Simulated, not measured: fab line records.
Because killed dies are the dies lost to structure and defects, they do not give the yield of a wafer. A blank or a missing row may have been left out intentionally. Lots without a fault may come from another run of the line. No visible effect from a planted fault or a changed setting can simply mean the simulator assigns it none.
A struck lot beside a sound one ; flow gf180mcu ; 20 steps out of a route of 602
Sound: the wafers L701.1, L701.4, L701.5. Struck: wafer L711.5 (left out: L711.3, L711.4 of the same lot, which were not struck); the cause appears at the end.
Each step with rows lists, per side, the tool, then ch with its chambers, then its first start. Under that, the readings that differ: sound wafers ; struck wafers ; difference of the means ; sigmas: that difference in standard deviations of wafers without a fault.
alike: a reading whose means differ by less than 2 such deviations, as well as words and numbers matching on both sides. not compared: withheld readings; readings where some wafer has no value; bounds like >300 that might hide an equal value; numbers whose values overlap and for which the record gives no deviation.
A row with sigmas, a row that says differs or no value, or rows on one side alone: a step with any of these is where the two part. Numbers that have no deviation but don't overlap get no sigmas and don't part them. Lack of a reading on every wafer of one side parts them only where that side has two or more wafers.

GF_PSD_STRIP_10: strips in O2/N2.
  sound on plasma asher-01 ch 0,1, day 14 16:42; struck on plasma asher-04 ch 0, day 18 09:56
reading;sound;struck;difference;sigmas
strip time to endpoint s (s);16.58 16.59 16.51;16.45;-0.11;-3
  alike: drypump motor current A, heater power w, oes product au
  not compared: rf hours counter h
GF_PSD_TW_MEAS_11:
  sound on film metro-04, day 14 16:48; struck on film metro-04, day 18 10:01
  alike: PSD_TW
then, 1 step without rows for these wafers: GF_PSD_CLEAN_12 (cleans in SC1/SC2, time 150 s).
GF_PSD_RTA_13: time 20 s.
  sound on rtp anneal-01 ch 0, day 14 16:55; struck on rtp anneal-02 ch 0, day 18 10:08
reading;sound;struck;difference;sigmas
lamp power pct (%);35.9 35.9 36.0;32.3;-3.6;-2
  alike: wafer_temp_C_max
GF_PSD_RS_MEAS_14: measures by four-point-probe.
  sound on film metro-02, day 14 17:00; struck on film metro-02, day 18 10:14
  alike: NSD_RS
GF_PSD_RS_MEAS_15: measures by four-point-probe.
  sound on film metro-02, day 14 17:07; struck on film metro-02, day 18 10:21
  alike: PSD_RS
GF_SAB_CVD_00: deposits SiO2 from TEOS, target thk 50 nm, time 4.9302 s.
  sound on pecvd-03 ch 0,1, day 14 17:14; struck on pecvd-03 ch 2, day 18 10:26
  alike: heater power w
GF_SAB_THK_MEAS_01:
  sound on film metro-03, day 14 17:16; struck on film metro-04, day 18 10:28
  alike: SAB_CVD_00_THK
then, 4 steps without rows for these wafers: GF_SAB_DEHYDRATE_02 (time 60 s); GF_SAB_HMDS_03 (prime time 60 s); GF_SAB_COAT_04 (resist thk 1000 nm); GF_SAB_SOFTBAKE_05 (time 60 s).
GF_SAB_EXPOSE_06: exposes mask SAB, target cd 420 nm.
  sound on iline stepper-01 ch 0, day 15 04:10; struck on iline stepper-02 ch 0, day 18 22:24
  alike: mask, focus offset nm
then, 2 steps without rows for these wafers: GF_SAB_PEB_07; GF_SAB_DEVELOP_08 (develop time 60 s).
GF_SAB_CD_MEAS_09 targets a cd of 420 nm.
  sound on cd sem-02, day 15 15:35; struck on cd sem-01, day 19 10:20
reading;sound;struck;difference;sigmas
cd nm (nm);414.8 417.5 417.9;386.0;-30.7;-15
GF_SAB_OVL_MEAS_10:
  sound on overlay-02, day 15 15:42; struck on overlay-01, day 19 10:25
  alike: SAB_OVL
GF_SAB_ETCH_11: etches SiO2 in C4F8/O2/Ar, target depth 55 nm, time 8.5 s.
  sound on rie diel-04 ch 0,1,2, day 15 15:44; struck on rie diel-02 ch 2, day 19 10:26
reading;sound;struck;difference;sigmas
model.SAB.cd nm (nm);415.3 417.6 418;386.2;-30.8;
  alike: oes product au
  not compared: rf hours counter h
then, 1 step without rows for these wafers: GF_SAB_WET_ETCH_12 (etches SiO2 in dHF, target depth 22 nm, time 440 s).
-- the record jumps here: 13 days lie between the struck wafers' starts before and after (it left off in module SAB and takes up again in module PASSIVATION, whose first step shown is number 602 of the route) --
GF_PASSIVATION_PROBE_99:
  sound on prober-02, day 29 14:58; struck on prober-02, day 32 15:07
reading;sound;struck;difference;sigmas
model.etest.ppoly u.length nm (nm);991.8 998.4 1004;968.1;-30.0;

WHERE THEY PART
First at GF_PSD_STRIP_10; last, within this record, at GF_SAB_CD_MEAS_09. Later steps at which nothing parts them and some readings are alike: GF_SAB_OVL_MEAS_10, GF_SAB_ETCH_11.

WHY: whatever the simulator had introduced
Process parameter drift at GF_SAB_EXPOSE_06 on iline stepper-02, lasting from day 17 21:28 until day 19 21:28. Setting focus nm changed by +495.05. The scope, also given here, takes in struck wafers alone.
